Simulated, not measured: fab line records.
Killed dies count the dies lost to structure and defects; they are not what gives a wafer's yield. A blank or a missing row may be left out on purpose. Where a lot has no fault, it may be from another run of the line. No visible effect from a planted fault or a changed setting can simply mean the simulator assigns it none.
One fault seen from 2 desks / flow gf180mcu / every desk sees just its own numbers, and what lay behind them comes last

== AT THE TOOL OWNER'S DESK: implanter-01 ==
GF_PSD_IMPLANT_09, tool's own readings: per-lot mean of the sampled wafers with a number, covering each lot this tool ran. The brackets show how far a lot's mean lies from the usual mean; more than 4 standard deviations puts the lot out of limits, marked OUT.
Columns: A = beam on s at GF_PSD_IMPLANT_09, usual 10.00 s; B = faraday current uA at GF_PSD_IMPLANT_09, usual 8251
lot=L505; first seen here=day 14 10:31; A=9.84; B=8375
lot=L510; first seen here=day 16 04:50; A=9.85; B=8382
lot=L512; first seen here=day 16 21:27; A=9.84; B=8381
lot=L523; first seen here=day 20 23:41; A=7.61 (-12) OUT; B=10845 (+15) OUT
lot=L524; first seen here=day 21 03:51; A=7.79 (-11) OUT; B=10588 (+14) OUT
This desk's verdict: out of limits on L523, L524, starting with L523 at day 20 23:41 (beam on s at GF_PSD_IMPLANT_09). L505, L510, L512: within limits.

== AT THE METROLOGY DESK ==
What the gauges read for every lot (on any tool): the sampled wafers with a number, averaged. The brackets show how far a lot's mean lies from the usual mean; more than 4 standard deviations puts the lot out of limits, marked OUT.
Columns: A = PSD_TW at GF_PSD_TW_MEAS_11, usual 3168; B = PSD_RS at GF_PSD_RS_MEAS_15, usual 108.6 ohm/sq; C = SAB_OVL at GF_SAB_OVL_MEAS_10, usual -2.0 nm
lot=L505; first seen here=day 14 10:44; A=3179; B=108.1; C=-1.6
lot=L504; first seen here=day 14 13:29; A=3174; B=108.6; C=-2.7
lot=L508; first seen here=day 15 16:50; A=3178; B=108.9; C=-1.5
lot=L509; first seen here=day 15 18:42; A=3164; B=108.7; C=-2.4
lot=L510; first seen here=day 16 05:09; A=3126; B=108.3; C=-0.5
lot=L512; first seen here=day 16 21:41; A=3198; B=108.5; C=-1.9
lot=L513; first seen here=day 17 07:00; A=3182; B=108.8; C=-1.9
lot=L515; first seen here=day 17 22:52; A=3140; B=109.0; C=-3.1
lot=L523; first seen here=day 20 23:56; A=2963 (-8.5) OUT; B=123.0 (+40) OUT; C=-2.4
lot=L524; first seen here=day 21 04:05; A=2990 (-7.4) OUT; B=122.9 (+40) OUT; C=-2.5
lot=L525; first seen here=day 21 15:38; A=3159; B=108.7; C=-2.0
Per this desk, out of limits: L523, L524; the first was L523, day 20 23:56 (PSD_TW at GF_PSD_TW_MEAS_11). L505, L504, L508, L509, L510, L512, L513, L515, L525: within limits.

== BROUGHT TOGETHER ==
At day 20 23:41, on L523, L524, the tool owner's desk was in a position to raise an alarm.
An alarm was possible from the metrology desk at day 20 23:56, on L523, L524.
Of the lots named, all ran GF_PSD_IMPLANT_09 on implanter-01.

== WHAT THE SIMULATOR PUT IN ==
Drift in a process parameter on implanter-01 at GF_PSD_IMPLANT_09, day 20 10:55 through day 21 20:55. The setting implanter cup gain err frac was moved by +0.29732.
Lots struck among those shown: L523, L524.
Hours from the fault's start to each desk's first reading out of limits: the tool owner's desk, 13; the metrology desk, 13.
